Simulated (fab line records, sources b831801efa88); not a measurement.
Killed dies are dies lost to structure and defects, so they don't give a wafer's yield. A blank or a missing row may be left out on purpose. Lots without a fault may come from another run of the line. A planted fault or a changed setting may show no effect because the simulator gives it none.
Split-lot experiment | flow gf180mcu | 5 lots, 23 wafers read, on a route of 602 steps

THE SPLIT
At GF_M2_SPUTTER_02 (material AlCu, target thk 450 nm, time 23.9 s), the setting chamber_pressure_pa was moved away from the recipe's 0.4 Pa on 15 of the 23 wafers read, by -9.6% to +13.5%. The other wafers ran this setting at the recipe's value.

The reading is taken at the split's own step.

THE READING
AlCu_of_M2_SPUTTER_02.thk_nm (the simulator's own value, which no gauge read), in nm, at GF_M2_SPUTTER_02 (material AlCu, target thk 450 nm, time 23.9 s). The file gives no usual value for it. The 8 wafers here that ran the recipe average 441.4 nm, standard deviation 1 nm.

wafer  | tool, chamber at the split | chamber_pressure_pa as run, Pa | against the recipe | AlCu_of_M2_SPUTTER_02.thk_nm, nm | against lot-mates on the recipe
L074.2 | pvd_sputter-01, -          | 0.4                            | recipe             | 441.8                            | -
L074.3 | pvd_sputter-01, -          | 0.4                            | recipe             | 441.4                            | -
L074.4 | pvd_sputter-01, -          | 0.4                            | recipe             | 443                              | -
L074.5 | pvd_sputter-01, -          | 0.4                            | recipe             | 439.6                            | -
L074.6 | pvd_sputter-01, -          | 0.4                            | recipe             | 441.1                            | -
L078.1 | pvd_sputter-01, -          | 0.4539                         | +13.5%             | 437.8                            | no lot-mate on the recipe
L078.2 | pvd_sputter-01, -          | 0.4539                         | +13.5%             | 438                              | no lot-mate on the recipe
L078.4 | pvd_sputter-01, -          | 0.4539                         | +13.5%             | 436                              | no lot-mate on the recipe
L078.5 | pvd_sputter-01, -          | 0.4539                         | +13.5%             | 436.2                            | no lot-mate on the recipe
L078.6 | pvd_sputter-01, -          | 0.4539                         | +13.5%             | 433.7                            | no lot-mate on the recipe
L082.2 | pvd_sputter-01, -          | 0.4                            | recipe             | 440.5                            | -
L082.3 | pvd_sputter-01, -          | 0.4                            | recipe             | 441.7                            | -
L082.4 | pvd_sputter-01, -          | 0.4                            | recipe             | 442.5                            | -
L084.1 | pvd_sputter-04, -          | 0.3778                         | -5.5%              | 455.4                            | no lot-mate on the recipe
L084.2 | pvd_sputter-04, -          | 0.3778                         | -5.5%              | 458.2                            | no lot-mate on the recipe
L084.3 | pvd_sputter-04, -          | 0.3778                         | -5.5%              | 455.3                            | no lot-mate on the recipe
L084.4 | pvd_sputter-04, -          | 0.3778                         | -5.5%              | 463.3                            | no lot-mate on the recipe
L084.6 | pvd_sputter-04, -          | 0.3778                         | -5.5%              | 454.1                            | no lot-mate on the recipe
L085.1 | pvd_sputter-03, -          | 0.3617                         | -9.6%              | 456                              | no lot-mate on the recipe
L085.3 | pvd_sputter-03, -          | 0.3617                         | -9.6%              | 459.3                            | no lot-mate on the recipe
L085.4 | pvd_sputter-03, -          | 0.3617                         | -9.6%              | 454.3                            | no lot-mate on the recipe
L085.5 | pvd_sputter-03, -          | 0.3617                         | -9.6%              | 462.1                            | no lot-mate on the recipe
L085.6 | pvd_sputter-03, -          | 0.3617                         | -9.6%              | 454.6                            | no lot-mate on the recipe

THE FIT
A straight line over all 23 wafers: AlCu_of_M2_SPUTTER_02.thk_nm changes by -0.984 nm for each +1% of chamber_pressure_pa; r = -0.86; the points scatter about the line by 5 nm.
Too few moved wafers have a lot-mate on the recipe to fit a line with each lot's own level taken away.

THE FILE'S OWN FIT
AlCu_of_M2_SPUTTER_02.thk_nm changes by -0.983 nm for each +1% of chamber_pressure_pa, r = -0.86.
